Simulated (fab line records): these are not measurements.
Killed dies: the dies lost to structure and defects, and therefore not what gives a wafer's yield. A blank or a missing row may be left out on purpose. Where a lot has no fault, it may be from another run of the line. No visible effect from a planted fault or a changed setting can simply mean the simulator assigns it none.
fab line records | flow sfqLine
record lots=7 | wafers=21 | lastDay=89
route steps=325 shown I1@87 M2@88
lots with no fault: from the same line, run without faults
startH: hours from the record's opening day to when the first of the lot's shown wafers began | waitH: hours since the lot's step before | " unchanged from the row above | L1.1+2: several wafers, shown together as one row | - either no value or no given start | * or withheld: withheld | < > ~ a bound
route shown NAME@n: names a module that has steps shown in the file, with the first one's number in the route | usual: mean/standard deviation taken from wafers without a fault | same: alike in all rows | chamber/n: place in a boat | sites: per-site readings | _std_site: the values' standard deviation | _edge_site: mean of outer sites minus mean of inner sites | radiusMm: for every site, how far away it sits from the centre of the wafer | mask NAME#n: copy n | behind: the last tool/chamber to shape the wafer | hold: what put the lot on hold/how long, in hours/how the hold closed | device: the n, p or np transistor that did not switch | end of line: the tests these same wafers got at the end of their route | a step with no rows: only its recipe | killed: at the first sort, the dies lost to defects and structure; wafer yield is something else | map: per-die view of a wafer (x killed, . not killed, _ where there is no die)
set.NAME: the setting as run; set.NAME@STEP: as run at that earlier step | model.NAME: the simulator's own value behind a step, which no gauge read
a table for each step, a row for each wafer; lots at some steps of the route
services: from which hour (startH, from the record's first day; less than 0 if before it) a tool's chamber was out of use, for how many hours, and why
## steps
# step SFQ_TRILAYER_I1_VIA_STRIP_SOLV_CLEAN_054
# recipe chemistry=NMP | tempC=70 | timeS=600
# step SFQ_TRILAYER_M2_DEP_PRE_CLEAN_056
# recipe gas=Ar | timeS=22.5 | biasV=250
# step SFQ_TRILAYER_M2_DEP_SPUTTER_055
# recipe material=Nb | basePressurePa=1.33e-06 | chamberPressurePa=0.1333 | substrateTempC=20 | resputterCathodeVoltageV=400 | targetThkNm=200 | powerW=2000 | timeS=133.3
# usual cathodeDcPowerW=2000.0/0.35 | chamberPressurePa=0.13333/0.0003 | resputterCathodeVoltageV=399/4 | throttleValvePct=30.4/1.1
lot.wafer | tool          | chamber | startH | waitH | cathodeDcPowerW | chamberPressurePa | resputterCathodeVoltageV | throttleValvePct
L928.2    | pvdSputter-03 | -       | 580.18 | 0.0   | 1999.7          | 0.13325           | 397                      | 30.6
L928.3    | "             | -       | "      | "     | 2000.1          | 0.13353           | 406                      | 31.4
L928.5    | "             | -       | "      | "     | 1999.7          | 0.13293           | 394                      | 30.4
L930.2    | pvdSputter-03 | -       | 583.80 | 0.0   | 1999.8          | 0.13334           | 403                      | 31.0
L930.5    | "             | -       | "      | "     | 1999.5          | 0.13363           | 397                      | 28.7
L930.6    | "             | -       | "      | "     | 2000.2          | 0.13311           | 397                      | 31.2
L933.2    | pvdSputter-04 | -       | 589.78 | 0.0   | 2000.2          | 0.13312           | 399                      | 31.2
L933.3    | "             | -       | "      | "     | 2000.0          | 0.13327           | 404                      | 31.3
L933.6    | "             | -       | "      | "     | 2000.0          | 0.13353           | 400                      | 31.4
L935.1    | pvdSputter-03 | -       | 595.78 | 0.0   | 2000.7          | 0.13344           | 400                      | 30.3
L935.2    | "             | -       | "      | "     | 2000.2          | 0.13258           | 400                      | 28.5
L935.6    | "             | -       | "      | "     | 1999.1          | 0.13356           | 397                      | 31.1
L937.3    | pvdSputter-03 | -       | 600.58 | 0.0   | 2000.1          | 0.13327           | 399                      | 30.9
L937.4    | "             | -       | "      | "     | 2000.5          | 0.13342           | 393                      | 29.7
L937.5    | "             | -       | "      | "     | 2000.3          | 0.13336           | 396                      | 30.5
L938.2    | pvdSputter-04 | -       | 604.18 | 0.0   | 2000.4          | 0.13359           | 394                      | 31.4
L938.5    | "             | -       | "      | "     | 1999.8          | 0.1341            | 394                      | 31.2
L938.6    | "             | -       | "      | "     | 2000.4          | 0.13296           | 398                      | 31.0
L940.3    | pvdSputter-04 | -       | 617.51 | 0.0   | 2000.1          | 0.13288           | 398                      | 31.2
L940.4    | "             | -       | "      | "     | 2000.4          | 0.13292           | 398                      | 30.7
L940.5    | "             | -       | "      | "     | 2000.2          | 0.13319           | 405                      | 31.1
# step SFQ_M2_RS_MEAS_914
# recipe thkMeasGauge=four-point-probe | reads=Nb_of_TRILAYER_M2_DEP_SPUTTER_055
# usual M2_NB_RS=0.886/0.0087
lot.wafer | tool         | chamber | startH | waitH | M2_NB_RS[ohm/sq]
L928.2    | filmMetro-03 | -       | 580.29 | 0.1   | 0.889
L928.3    | "            | -       | "      | "     | 0.892
L928.5    | "            | -       | "      | "     | 0.887
L930.2    | filmMetro-03 | -       | 583.91 | 0.1   | 0.888
L930.5    | "            | -       | "      | "     | 0.880
L930.6    | "            | -       | "      | "     | 0.883
L933.2    | filmMetro-02 | -       | 589.89 | 0.1   | 0.872
L933.3    | "            | -       | "      | "     | 0.886
L933.6    | "            | -       | "      | "     | 0.879
L935.1    | filmMetro-03 | -       | 595.87 | 0.0   | 0.881
L935.2    | "            | -       | "      | "     | 0.878
L935.6    | "            | -       | "      | "     | 0.877
L937.3    | filmMetro-03 | -       | 600.71 | 0.1   | 0.890
L937.4    | "            | -       | "      | "     | 0.895
L937.5    | "            | -       | "      | "     | 0.898
L938.2    | filmMetro-04 | -       | 604.29 | 0.1   | 0.880
L938.5    | "            | -       | "      | "     | 0.879
L938.6    | "            | -       | "      | "     | 0.867
L940.3    | filmMetro-03 | -       | 617.64 | 0.1   | 0.890
L940.4    | "            | -       | "      | "     | 0.880
L940.5    | "            | -       | "      | "     | 0.879
# step SFQ_TRILAYER_M2_LITHO_COAT_062
# recipe resist=BARC | spinRpm=3000 | resistThkNm=62
# step SFQ_TRILAYER_M2_LITHO_COAT_057
# recipe resist=KrF | spinRpm=3000 | resistThkNm=600
# step SFQ_TRILAYER_M2_LITHO_SOFTBAKE_061
# recipe tempC=withheld | timeS=withheld | resist=KrF
# step SFQ_TRILAYER_M2_LITHO_EXPOSE_058
# recipe maskId=M2 | na=0.6 | sourceShape=conventional | sigmaOuter=0.65 | targetCdNm=500 | doseMj=14.4
# step SFQ_TRILAYER_M2_LITHO_PEB_060
# recipe pebTempC=115 | pebTimeS=60 | resist=KrF
# step SFQ_TRILAYER_M2_LITHO_DEVELOP_059
# recipe timeS=60 | resist=KrF
# step SFQ_M2_OVL_MEAS_916
# usual M2_OVL=4/5.3
lot.wafer | tool       | chamber | startH | waitH | M2_OVL[nm]
L928.2    | overlay-01 | -       | 754.91 | 0.1   | 11
L928.3    | "          | -       | "      | "     | 13
L928.5    | "          | -       | "      | "     | 14
L930.2    | overlay-02 | -       | 758.51 | 0.1   | 11
L930.5    | "          | -       | "      | "     | 12
L930.6    | "          | -       | "      | "     | 16
L933.2    | overlay-02 | -       | 764.51 | 0.1   | 1
L933.3    | "          | -       | "      | "     | -2
L933.6    | "          | -       | "      | "     | 3
L935.1    | overlay-02 | -       | 771.83 | 0.1   | 9
L935.2    | "          | -       | "      | "     | 8
L935.6    | "          | -       | "      | "     | 13
L937.3    | overlay-01 | -       | 775.70 | 0.1   | 12
L937.4    | "          | -       | "      | "     | 9
L937.5    | "          | -       | "      | "     | 5
L938.2    | overlay-01 | -       | 776.89 | 0.1   | 13
L938.5    | "          | -       | "      | "     | 7
L938.6    | "          | -       | "      | "     | 7
L940.3    | overlay-01 | -       | 780.50 | 0.1   | 5
L940.4    | "          | -       | "      | "     | 0
L940.5    | "          | -       | "      | "     | -3
# step SFQ_TRILAYER_M2_BARC_OPEN_METAL_ETCH_077
# recipe maskMaterial=PR | chemistry=O2 | targetDepthNm=125 | target=BARC | icpW=600 | biasW=80 | pressureMtorr=10 | timeS=41.7
# usual biasW=80.00/0.25 | drypumpMotorCurrentA=5.7/0.42 | oesProductAu=0.685/0.0047 | runLengthS=70.19/0.28
lot.wafer | tool        | chamber | startH | waitH | biasW | drypumpMotorCurrentA | oesProductAu | rfHoursCounterH | runLengthS
L928.2    | rieMetal-04 | 1       | 754.94 | 0.0   | 80.14 | 6.0                  | 0.691        | 131             | 70.21
L928.3    | "           | 0       | "      | "     | 79.86 | 6.2                  | 0.683        | -               | 70.24
L928.5    | "           | 1       | "      | "     | 79.70 | 6.0                  | 0.687        | -               | 70.21
L930.2    | rieMetal-03 | 1       | 758.56 | 0.0   | 79.97 | 5.3                  | 0.687        | -               | 70.93
L930.5    | "           | 1       | "      | "     | 80.21 | 5.3                  | 0.685        | -               | 70.12
L930.6    | "           | 1       | "      | "     | 80.15 | 5.3                  | 0.690        | -               | 70.49
L933.2    | rieMetal-04 | 1       | 764.54 | 0.0   | 79.76 | 6.0                  | 0.688        | 132             | 69.92
L933.3    | "           | 1       | "      | "     | 80.10 | 6.0                  | 0.681        | -               | 69.88
L933.6    | "           | 1       | "      | "     | -     | 6.1                  | 0.696        | -               | 68.41
L935.1    | rieMetal-04 | 0       | 771.86 | 0.0   | 79.82 | 6.2                  | 0.693        | 103             | 69.89
L935.2    | "           | 1       | "      | "     | 80.18 | 6.1                  | 0.679        | 133             | 70.08
L935.6    | "           | 0       | "      | "     | -     | 6.2                  | 0.705        | -               | 69.14
L937.3    | rieMetal-04 | 0       | 775.74 | 0.0   | 80.43 | 6.2                  | 0.682        | -               | 69.91
L937.4    | "           | 1       | "      | "     | -     | 6.1                  | 0.699        | -               | 68.91
L937.5    | "           | 0       | "      | "     | 80.02 | 6.2                  | 0.686        | -               | 70.25
L938.2    | rieMetal-02 | 0       | 776.92 | 0.0   | 79.91 | 5.4                  | 0.683        | 80              | 69.87
L938.5    | "           | 1       | "      | "     | 79.38 | 6.2                  | 0.684        | -               | 70.07
L938.6    | "           | 0       | "      | "     | 79.93 | 5.4                  | 0.684        | -               | 70.01
L940.3    | rieMetal-03 | 1       | 780.54 | 0.0   | 80.24 | 5.3                  | 0.686        | -               | 70.64
L940.4    | "           | 0       | "      | "     | 79.96 | 5.3                  | 0.684        | -               | 70.57
L940.5    | "           | 1       | "      | "     | 80.02 | 5.3                  | 0.683        | -               | 70.26
# step SFQ_TRILAYER_M2_ETCH_METAL_ETCH_060
# recipe target=Nb | stopOn=SiO2 | maskMaterial=PR | chemistry=Cl2/Ar | targetDepthNm=240 | icpW=600 | biasW=80 | pressureMtorr=10 | timeS=120
# usual biasW=80.00/0.24 | drypumpMotorCurrentA=5.7/0.42 | oesProductAu=0.897/0.0066 | runLengthS=148.49/0.28
lot.wafer | tool        | chamber | startH | waitH | biasW | drypumpMotorCurrentA | oesProductAu | rfHoursCounterH | runLengthS
L928.2    | rieMetal-04 | 1       | 755.00 | 0.0   | 80.11 | 6.1                  | 0.896        | 131             | 148.28
L928.3    | "           | 0       | "      | "     | 79.83 | 6.2                  | 0.898        | -               | 148.50
L928.5    | "           | 1       | "      | "     | 79.84 | 6.1                  | 0.898        | -               | 148.11
L930.2    | rieMetal-03 | 1       | 758.70 | 0.1   | 79.68 | 5.3                  | 0.898        | -               | 148.59
L930.5    | "           | 1       | "      | "     | 80.15 | 5.3                  | 0.895        | -               | 148.72
L930.6    | "           | 1       | "      | "     | 79.84 | 5.3                  | 0.902        | -               | 148.66
L933.2    | rieMetal-04 | 1       | 764.60 | 0.0   | 80.01 | 6.1                  | 0.906        | 132             | 148.49
L933.3    | "           | 1       | "      | "     | 80.31 | 6.0                  | 0.895        | -               | 148.11
L933.6    | "           | 1       | "      | "     | 80.10 | 6.0                  | 0.903        | -               | 148.24
L935.1    | rieMetal-04 | 0       | 771.92 | 0.0   | 79.90 | 6.2                  | 0.911        | 103             | 148.30
L935.2    | "           | 1       | "      | "     | 79.98 | 6.1                  | 0.899        | 133             | 148.27
L935.6    | "           | 0       | "      | "     | 80.10 | 6.2                  | 0.904        | -               | 148.17
L937.3    | rieMetal-04 | 0       | 775.83 | 0.1   | 79.96 | 6.3                  | 0.893        | -               | 148.15
L937.4    | "           | 1       | "      | "     | 80.21 | 6.1                  | 0.895        | -               | 148.85
L937.5    | "           | 0       | "      | "     | 80.40 | 6.3                  | 0.895        | -               | 148.49
L938.2    | rieMetal-02 | 0       | 776.98 | 0.0   | 80.33 | 5.4                  | 0.894        | 80              | 148.06
L938.5    | "           | 1       | "      | "     | 79.94 | 6.3                  | 0.895        | -               | 148.32
L938.6    | "           | 0       | "      | "     | 79.84 | 5.4                  | 0.900        | -               | 148.01
L940.3    | rieMetal-03 | 1       | 780.63 | 0.1   | 80.10 | 5.3                  | 0.894        | -               | 148.88
L940.4    | "           | 0       | "      | "     | 79.98 | 5.4                  | 0.894        | -               | 148.75
L940.5    | "           | 1       | "      | "     | 79.92 | 5.3                  | 0.903        | -               | 148.68
## services
tool          | chamber | startH | hours | kind
rieMetal-02   | 1       | 572.53 | 6.3   | repair
rieMetal-03   | 0       | 618.72 | 2.1   | repair
rieMetal-03   | -       | 647.86 | 1.4   | pm
rieMetal-04   | 0       | 657.09 | 4.5   | repair
pvdSputter-03 | -       | 682.36 | 4.2   | repair
rieMetal-03   | -       | 695.96 | 0.4   | repair
rieMetal-03   | 0       | 704.17 | 59.2  | repair
pvdSputter-03 | -       | 728.28 | 3.2   | repair
pvdSputter-04 | -       | 748.47 | 0.9   | repair
## key
firstSign step=SFQ_TRILAYER_M2_BARC_OPEN_METAL_ETCH_077 | reading=runLengthS | direction=down | sigmas=4.9 | usual=* | struck=*
effect step=SFQ_TRILAYER_M2_BARC_OPEN_METAL_ETCH_077 | reading=oesProductAu | direction=up | sigmas=3.2 | usual=0.685 | struck=0.700
metAt SFQ_TRILAYER_M2_BARC_OPEN_METAL_ETCH_077
struckWafers L933.6,L935.6,L937.4
onsetBetween 754.94 764.54
fault kind=processParameterDrift | tool=rieMetal-04 | chamber=- | onsetH=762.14 | steps=SFQ_TRILAYER_M2_BARC_OPEN_METAL_ETCH_077 | channel=timeS | offset=* | shape=step | endH=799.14 | scope=struckWafersOnly | actsIn=* | stated=*
